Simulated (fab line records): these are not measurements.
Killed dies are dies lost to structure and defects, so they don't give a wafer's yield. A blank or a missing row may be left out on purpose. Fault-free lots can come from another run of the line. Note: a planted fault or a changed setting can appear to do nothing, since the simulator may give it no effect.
Chamber matching | flow sky130 | 3 sister chambers for SKY_FIELD_ISO_ETCH_14 on rieDiel-04
The step etches BARC in N2/H2, stops on SiO2, time 45.9 s, target depth 60 nm. 6 wafers are shown with their chamber, then 6 later ones without.

WAFERS PAIRED WITH THEIR CHAMBERS
wafer  | chamber | drypumpMotorCurrentA (A) | rfFwdPowerW (W)
L733.5 | 2       | 5.69                     | 497.5
L735.3 | 2       | 5.74                     | 496.8
L744.1 | 3       | 5.34                     | 494.3
L744.4 | 0       | 6.09                     | 490.6
L744.5 | 0       | 6.10                     | 490.8
L745.1 | 3       | 5.36                     | 494.6

WAFERS WHOSE CHAMBER IS MISSING
wafer  | drypumpMotorCurrentA (A) | rfFwdPowerW (W)
L745.2 | 6.09                     | 491.7
L745.3 | 5.70                     | 498.5
L746.4 | 5.35                     | 495.1
L746.6 | 5.72                     | 494.0
L747.3 | 6.09                     | 489.8
L747.5 | 5.36                     | 494.6

WHICH CHAMBER EACH WENT THROUGH
wafer  | from the rows above | in truth
L745.2 | 0                   | 0
L745.3 | 2                   | 2
L746.4 | 3                   | 3
L746.6 | 2                   | 2
L747.3 | 0                   | 0
L747.5 | 3                   | 3
6 of 6 placed correctly. From these rows, 0 cannot be placed. 0 placed wrongly.
How it was worked out, from the rows above alone: a wafer's distance from a chamber is the root of the sum, over the readings, of the square of ((its reading less the chamber's mean) divided by the reading's scatter). If the next closest chamber is less than 2 further off than the closest, the wafer can't be placed; otherwise it belongs to the closest. Each chamber's mean is taken over the wafers shown for it. The scatter is the square root of a quotient: the sum, over the shown wafers, of each reading's squared deviation from its chamber's mean, divided by wafers minus chambers.
